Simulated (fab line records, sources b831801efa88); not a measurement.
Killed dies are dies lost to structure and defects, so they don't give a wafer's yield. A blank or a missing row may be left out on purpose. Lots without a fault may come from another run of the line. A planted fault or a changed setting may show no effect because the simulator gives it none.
Which tool did it? | flow gf180mcu | 6 lots, 18 wafers sampled, at 4 steps of a route of 602

WHAT THE GAUGES READ, wafer by wafer
GF_MIM_THK_MEAS_06.
lot  | measured     | on            | MIM_CVD_05_THK (nm)
L469 | day 25 02:26 | film_metro-02 | 43.0 41.5 42.1
L473 | day 26 11:16 | film_metro-04 | 84.0 85.6 85.4
L475 | day 27 01:27 | film_metro-04 | 83.3 83.2 84.4
L484 | day 29 19:09 | film_metro-03 | 42.1 41.2 42.5
L486 | day 30 08:14 | film_metro-04 | 42.6 42.4 42.6
L488 | day 31 03:27 | film_metro-03 | 42.2 41.2 42.2

WHICH TOOL RAN EACH LOT (tool, then ch and the chambers of the sampled wafers, then the start)
lot  | GF_V4_ETCH_16                      | GF_MIM_SPUTTER_04            | GF_MIM_CVD_05
L469 | rie_diel-02 ch 0,1,3, day 25 00:22 | pvd_sputter-03, day 25 02:22 | pecvd-04 ch 0,2, day 25 02:25
L473 | rie_diel-03 ch 0,1,3, day 26 09:28 | pvd_sputter-01, day 26 11:00 | pecvd-03 ch 1,2, day 26 11:02
L475 | rie_diel-02 ch 1,3, day 26 23:37   | pvd_sputter-04, day 27 01:11 | pecvd-04 ch 0,1, day 27 01:13
L484 | rie_diel-02 ch 1,2,3, day 29 17:33 | pvd_sputter-01, day 29 19:05 | pecvd-03 ch 0,1,2, day 29 19:07
L486 | rie_diel-02 ch 1,2,3, day 30 06:36 | pvd_sputter-03, day 30 08:09 | pecvd-03 ch 0,2, day 30 08:11
L488 | rie_diel-01 ch 2,3, day 31 01:49   | pvd_sputter-03, day 31 03:23 | pecvd-02 ch 0,1, day 31 03:25
- GF_V4_ETCH_16: etches BARC in N2/H2.
- GF_MIM_SPUTTER_04: material TiN, target thk 50 nm, time 41.7 s.
- GF_MIM_CVD_05: deposits Si3N4, target thk 42 nm, time 29.086 s.

THE ANSWER, worked out from the rows above alone
Rule: what is usual is taken from the lots themselves. Put in order of their means at a reading, lots are off if they are a third of the lots or fewer, leave a main group of 4 or more, and stand apart from it by a gap of 3 or more times the standard deviation of the main group's means; of several such gaps the widest counts. A main group whose means are all the same, to the digits that the tables above print for the reading, isn't used. A lot without any number at a reading at which 4 lots or more have one is off too. The other lots that the step has rows for count as sound.
Off: L473, L475, at GF_MIM_THK_MEAS_06 (MIM_CVD_05_THK). The main group: mean 42.1 nm, standard deviation 0.26.
A tool fits if, at a process step before that reading, it ran every lot that is off, and no sound lot after the first of them. The gauges at GF_MIM_THK_MEAS_06 are tried like those tools. None of those tried fits.

WHAT THE SIMULATOR HAD PUT IN
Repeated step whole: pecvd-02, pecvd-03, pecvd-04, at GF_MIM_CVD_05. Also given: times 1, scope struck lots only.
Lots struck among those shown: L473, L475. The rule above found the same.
